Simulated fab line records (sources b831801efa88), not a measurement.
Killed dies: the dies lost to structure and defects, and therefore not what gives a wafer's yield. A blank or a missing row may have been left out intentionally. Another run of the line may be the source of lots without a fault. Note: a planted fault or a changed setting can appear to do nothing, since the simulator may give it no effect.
A lot that was struck, set against a sound lot	flow sky130	15 out of 708 route steps
Sound: the wafers L251.1, L251.5, L251.6. Struck: wafers L264.2, L264.3, L264.4. The cause comes at the end.
For every step that has rows: the tool of each side, followed by ch and its chambers, followed by its first start. Under that, the readings that differ: sound wafers	struck wafers	difference of the means	sigmas: that difference in standard deviations of wafers without a fault.
alike: readings with means less than 2 such deviations apart, plus words and numbers identical on both sides. not compared: withheld readings, readings lacking a value on some wafer, bounds such as >300 that could conceal the same value, and numbers that have no deviation in the record and whose values overlap.
The two part at a step that has a row with sigmas, a row that says differs or no value, or rows on one side only. Numbers that have no deviation but don't overlap get no sigmas and don't part them. A reading missing from all wafers of one side parts the sides only when that side holds two or more wafers.

first, 4 steps without rows for these wafers: SKY_LDD_N_IMPLANT_12; SKY_LDD_N_IMPLANT_13; SKY_LDD_N_IMPLANT_14; SKY_LDD_N_IMPLANT_15.
SKY_LDD_N_STRIP_16: strips in O2/N2.
  sound on plasma_asher-04 ch 0,1, day 18 05:43; struck on plasma_asher-01 ch 0,1, day 24 06:28
  alike: drypump_motor_current_A, oes_product_au, strip_time_to_endpoint_s
  not compared: rf_hours_counter_h
SKY_LDD_N_TW_MEAS_17:
  struck on film_metro-03, day 24 06:35; sound on film_metro-02, day 18 05:49
  alike: LDD_N_TW
then, 6 steps without rows for these wafers: SKY_LDD_P_DEHYDRATE_00 (time 60 s); SKY_LDD_P_HMDS_01 (prime time 60 s); SKY_LDD_P_COAT_02 (resist thk 1140 nm); SKY_LDD_P_SOFTBAKE_03 (time 60 s); SKY_LDD_P_EXPOSE_04 (exposes mask PSDM, target cd 380 nm); SKY_LDD_P_PEB_05.
SKY_LDD_P_DEVELOP_06: develop time 60 s.
  sound on litho_track-02 ch 0, day 19 11:27; struck on litho_track-01 ch 0, day 25 12:25
reading	sound	struck	difference	sigmas
developer_temp_C (C)	23.03 23.12 22.92	22.37 22.42 22.36	-0.64	-6
SKY_LDD_P_CD_MEAS_07 targets a cd of 380 nm.
  struck on cd_sem-01, day 25 12:34; sound on cd_sem-02, day 19 11:36
  alike: cd_nm
-- here the record skips 24 days between the struck wafers' starts before and after, leaving off in module LDD_P and picking up in module PAD_OPEN (first step shown: number 708 of the route) --
SKY_PAD_OPEN_PROBE_99:
  rows exist in the record for the struck wafers here (prober-01, day 49 21:35), but not for the sound ones

== WHERE THEY PART ==
First at SKY_LDD_P_DEVELOP_06; last, within this record, at SKY_PAD_OPEN_PROBE_99.

WHY: the cause the simulator had injected
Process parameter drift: litho_track-01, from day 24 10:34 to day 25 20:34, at SKY_LDD_P_DEVELOP_06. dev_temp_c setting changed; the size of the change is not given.
